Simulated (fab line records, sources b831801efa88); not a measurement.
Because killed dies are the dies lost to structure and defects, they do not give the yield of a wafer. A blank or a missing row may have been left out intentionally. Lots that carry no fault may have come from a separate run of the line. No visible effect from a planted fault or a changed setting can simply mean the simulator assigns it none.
One fault through the eyes of 2 desks ; flow gf180mcu ; each desk has only its own numbers; what lay behind them comes last

== THE METROLOGY DESK ==
What the gauges read for every lot (on any tool): the sampled wafers with a number, averaged. The brackets show how far a lot's mean lies from the usual mean; more than 4 standard deviations puts the lot out of limits, marked OUT.
Columns: A = HV_LDD_4_TW at GF_HV_LDD_TW_MEAS_50, usual 565; B = NSD_RS at GF_PSD_RS_MEAS_14, usual 46.08 ohm/sq; C = PSD_RS at GF_PSD_RS_MEAS_15, usual 108.5 ohm/sq; D = CONTACT_OVL at GF_CONTACT_OVL_MEAS_15, usual -4 nm
lot;first seen here;A;B;C;D
L406;day 12 15:47;562;46.13;108.5;-5
L407;day 12 22:11;562;46.05;108.5;-4
L409;day 13 17:23;571;46.04;108.5;-3
L410;day 13 23:17;563;46.09;108.5;-6
L411;day 14 08:38;559;46.17;108.6;12
L415;day 15 20:51;561;45.95;108.1;-10
L416;day 16 04:11;573;42.50 (-37) OUT;98.3 (-32) OUT;-12
L418;day 16 15:53;563;42.39 (-38) OUT;98.3 (-32) OUT;-5
L420;day 17 08:06;575;42.48 (-37) OUT;98.2 (-32) OUT;-1
L423;day 18 06:52;571;46.04;108.7;-2
L425;day 19 05:05;572;45.98;108.1;-4
L427;day 19 16:12;557;46.06;108.7;-4
L428;day 19 23:42;556;46.16;108.5;-10
This desk reports L416, L418, L420 out of limits; the earliest was L416 at day 18 06:31 (NSD_RS at GF_PSD_RS_MEAS_14). In limits: L406, L407, L409, L410, L411, L415, L423, L425, L427, L428.

== TOOL OWNER'S DESK, rtp-anneal-02 ==
At GF_PSD_RTA_13 (time 20 s), the tool's own readings, given per lot that ran on this tool as the mean of the sampled wafers with a number. The brackets show how far a lot's mean lies from the usual mean; more than 4 standard deviations puts the lot out of limits, marked OUT.
Columns: A = lamp-power-pct at GF_PSD_RTA_13, usual 34 %; B = wafer_temp_C_max at GF_PSD_RTA_13, usual 1030.4
lot;first seen here;A;B
L410;day 15 21:06;37;1032.3
L411;day 16 08:17;37;1031.2
L416;day 18 06:25;40;1032.0
L418;day 18 19:23;40;1032.0
L420;day 19 11:47;40;1033.3
L427;day 21 19:31;37;1032.1
L428;day 22 03:11;37;1032.3
Result from this desk: across the 7 lots, nothing is out of limits.

== PUT TOGETHER ==
The metrology desk could have raised an alarm at day 18 06:31, on L416, L418, L420.
The desk of the tool owner found nothing out of limits.
The tool owner's desk has L416, L418, L420 on record, within its limits.
Every lot named ran GF_PSD_RTA_13 on rtp-anneal-02.

== WHAT THE SIMULATOR HAD INSERTED ==
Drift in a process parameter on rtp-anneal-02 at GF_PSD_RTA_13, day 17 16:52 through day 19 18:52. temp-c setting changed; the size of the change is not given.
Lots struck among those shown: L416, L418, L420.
Hours from the fault's start to each desk's first reading out of limits: the metrology desk, 14.
